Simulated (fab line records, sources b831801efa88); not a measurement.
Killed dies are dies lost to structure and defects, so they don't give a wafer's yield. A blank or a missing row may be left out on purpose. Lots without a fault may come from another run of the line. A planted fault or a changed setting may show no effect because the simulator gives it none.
Which tool did it? | flow sky130 | 12 lots, 36 wafers sampled, at 5 steps of a route of 708

WHAT THE GAUGES READ, wafer by wafer
SKY_SONOS_ONO_CD_MEAS_13: target cd 410 nm. Usual: cd_nm 410.3 nm, standard deviation 2.5.
lot  | measured     | on        | cd_nm (nm)        | flag
L606 | day 13 10:08 | cd_sem-01 | 407.0 411.7 407.6 |
L605 | day 13 13:51 | cd_sem-01 | 409.8 412.0 409.2 |
L604 | day 13 15:35 | cd_sem-02 | 409.8 408.7 406.9 |
L609 | day 15 15:50 | cd_sem-02 | 412.2 412.9 412.3 |
L611 | day 15 17:40 | cd_sem-02 | 412.7 410.4 410.8 |
L612 | day 15 17:58 | cd_sem-02 | 410.7 408.3 410.2 |
L614 | day 15 21:29 | cd_sem-01 | 411.6 414.0 412.5 |
L615 | day 16 05:03 | cd_sem-02 | 411.7 412.7 410.7 |
L623 | day 19 10:57 | cd_sem-01 | 410.8 410.4 409.3 |
L624 | day 19 18:19 | cd_sem-02 | 410.9 411.5 409.0 |
L625 | day 20 03:27 | cd_sem-02 | 409.7 408.5 410.8 |
L626 | day 20 10:40 | cd_sem-02 | 408.1 408.2 407.5 |

SKY_SD_P_OVL_MEAS_08. Usual: SD_P_OVL -0.6 nm, standard deviation 1.5.
lot  | measured     | on         | SD_P_OVL (nm)     | flag
L606 | day 26 16:49 | overlay-01 | -0.4 -1.9 -1.8    |
L605 | day 26 14:35 | overlay-01 | -0.6 -0.4 -0.4    |
L604 | day 26 13:21 | overlay-01 | 2.0 0.8 0.9       |
L609 | day 28 18:10 | overlay-02 | -3.6 -3.3 -2.2    |
L611 | day 28 20:46 | overlay-02 | 0.3 0.9 2.4       |
L612 | day 28 21:04 | overlay-02 | 1.2 1.7 1.8       |
L614 | day 29 05:50 | overlay-01 | -2.0 -1.3 0.1     |
L615 | day 29 08:37 | overlay-01 | -2.2 -0.9 -2.3    |
L623 | day 32 07:10 | overlay-02 | -56.3 -58.3 -56.8 | OFF
L624 | day 32 08:46 | overlay-02 | 0.8 0.5 -1.7      |
L625 | day 32 19:38 | overlay-02 | -56.4 -57.9 -57.1 | OFF
L626 | day 33 00:41 | overlay-02 | 0.5 1.0 1.4       |

WHICH TOOL RAN EACH LOT (tool, then ch and the chambers of the sampled wafers, then the start)
lot  | SKY_LDD_LDN_STRIP_12                 | SKY_POLY_CUT_ETCH_10               | SKY_SD_P_EXPOSE_04
L606 | plasma_asher-03 ch 0,1, day 24 04:05 | rie_diel-03 ch 0,1,2, day 25 12:02 | iline_stepper-02 ch 0, day 26 03:17
L605 | plasma_asher-02 ch 0,1, day 24 01:55 | rie_diel-02 ch 1,2,3, day 25 09:04 | iline_stepper-01 ch 0, day 26 00:44
L604 | plasma_asher-01 ch 0,1, day 24 01:20 | rie_diel-03 ch 0,1,2, day 25 08:19 | iline_stepper-02 ch 0, day 25 23:46
L609 | plasma_asher-02 ch 0,1, day 26 05:57 | rie_diel-04 ch 0,2,3, day 27 14:07 | iline_stepper-02 ch 0, day 28 04:21
L611 | plasma_asher-03 ch 0,1, day 26 07:31 | rie_diel-04 ch 1,2,3, day 27 15:19 | iline_stepper-01 ch 0, day 28 06:11
L612 | plasma_asher-02 ch 0,1, day 26 07:49 | rie_diel-03 ch 0,1,2, day 27 15:19 | iline_stepper-02 ch 0, day 28 06:35
L614 | plasma_asher-01 ch 0,1, day 26 17:59 | rie_diel-04 ch 0,1,2, day 28 00:52 | iline_stepper-02 ch 0, day 28 15:08
L615 | plasma_asher-01 ch 0,1, day 26 22:13 | rie_diel-03 ch 0,1,2, day 28 04:25 | iline_stepper-02 ch 0, day 28 18:35
L623 | plasma_asher-03 ch 0,1, day 29 21:17 | rie_diel-02 ch 0,1,2, day 31 03:07 | iline_stepper-01 ch 0, day 31 17:13
L624 | plasma_asher-02 ch 0,1, day 29 23:05 | rie_diel-03 ch 0,1, day 31 05:58   | iline_stepper-02 ch 0, day 31 19:37
L625 | plasma_asher-01 ch 1, day 30 11:26   | rie_diel-03 ch 0,2,3, day 31 16:46 | iline_stepper-01 ch 0, day 32 07:08
L626 | plasma_asher-01 ch 0,1, day 30 18:25 | rie_diel-02 ch 0,1, day 31 22:55   | iline_stepper-02 ch 0, day 32 12:14
- SKY_LDD_LDN_STRIP_12: strips in O2/N2.
- SKY_POLY_CUT_ETCH_10: etches BARC in N2/H2, stops on SiO2, time 45.9 s, target depth 60 nm.
- SKY_SD_P_EXPOSE_04: exposes mask PSDM, target cd 380 nm.

WHAT THE TOOLS THEMSELVES READ (means of the sampled wafers that have a number; where no wafer has one, the mark that the record gives instead)
SKY_LDD_LDN_STRIP_12. Usual: drypump_motor_current_A 5.81 A, standard deviation 0.28; oes_product_au 0.715 a.u., standard deviation 0.0048; strip_time_to_endpoint_s 14.18 s, standard deviation 0.042.
lot  | tool            | drypump_motor_current_A (A) | oes_product_au (a.u.) | strip_time_to_endpoint_s (s) | flag
L606 | plasma_asher-03 | 5.59                        | 0.715                 | 14.18                        |
L605 | plasma_asher-02 | 5.66                        | 0.714                 | 14.23                        |
L604 | plasma_asher-01 | 6.07                        | 0.715                 | 14.20                        |
L609 | plasma_asher-02 | 5.71                        | 0.717                 | 14.19                        |
L611 | plasma_asher-03 | 5.56                        | 0.716                 | 14.16                        |
L612 | plasma_asher-02 | 5.72                        | 0.720                 | 14.12                        |
L614 | plasma_asher-01 | 6.05                        | 0.715                 | 14.19                        |
L615 | plasma_asher-01 | 6.07                        | 0.717                 | 14.14                        |
L623 | plasma_asher-03 | 5.57                        | 0.715                 | 14.18                        |
L624 | plasma_asher-02 | 5.73                        | 0.712                 | 14.13                        |
L625 | plasma_asher-01 | 6.30                        | 0.716                 | 14.14                        |
L626 | plasma_asher-01 | 6.08                        | 0.713                 | 14.17                        |

SKY_POLY_CUT_ETCH_10. Usual: bias_w 100.0 W, standard deviation 0.32; drypump_motor_current_A 5.7 A, standard deviation 0.45; oes_product_au 0.854 a.u., standard deviation 0.0042; throttle_valve_pct 13.223 %, standard deviation 0.0086.
lot  | tool        | bias_w (W) | drypump_motor_current_A (A) | oes_product_au (a.u.) | throttle_valve_pct (%) | flag
L606 | rie_diel-03 | 100.0      | 5.8                         | 0.853                 | 13.225                 |
L605 | rie_diel-02 | 100.1      | 5.9                         | 0.852                 | 13.222                 |
L604 | rie_diel-03 | 99.7       | 5.8                         | 0.853                 | 13.226                 |
L609 | rie_diel-04 | 100.0      | 5.9                         | 0.852                 | 13.223                 |
L611 | rie_diel-04 | 100.2      | 5.4                         | 0.856                 | 13.231                 |
L612 | rie_diel-03 | 99.9       | 5.8                         | 0.851                 | 13.225                 |
L614 | rie_diel-04 | 100.0      | 5.5                         | 0.858                 | 13.230                 |
L615 | rie_diel-03 | 99.8       | 5.8                         | 0.859                 | 13.223                 |
L623 | rie_diel-02 | 100.0      | 5.9                         | 0.852                 | 13.226                 |
L624 | rie_diel-03 | 100.2      | 6.1                         | 0.852                 | 13.228                 |
L625 | rie_diel-03 | 99.9       | 5.5                         | 0.856                 | 13.221                 |
L626 | rie_diel-02 | 100.0      | 5.5                         | 0.857                 | 13.229                 |

THE ANSWER, worked out from the rows above alone
Rule: a lot is off if the mean of its wafers that have a number lies more than 3 standard deviations from the usual mean. A lot without any number at a reading at which 4 lots or more have one is off too. The other lots that the step has rows for count as sound. The gauges are gone through in route order, then the tools' own readings, and for those a lot's mean is taken as printed above. The first step at which some lot is off is used, and at that step the reading that is off furthest; a lot without a number counts as furthest.
Off: L623, L625, at SKY_SD_P_OVL_MEAS_08 (SD_P_OVL).
A tool fits if, at a process step before that reading, it ran every lot that is off, and no sound lot after the first of them. The gauges at SKY_SD_P_OVL_MEAS_08 are tried like those tools. One fits: iline_stepper-01 at SKY_SD_P_EXPOSE_04. Its last sound lot is L611 (day 28 06:11), its first lot that is off L623 (day 31 17:13): a fault that began between those two fits.

WHAT THE SIMULATOR HAD PUT IN
Scanner matching overlay: iline_stepper-01, from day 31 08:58 on, at SKY_SD_P_EXPOSE_04. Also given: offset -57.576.
Lots struck among those shown: L623, L625. The rule above found the same.
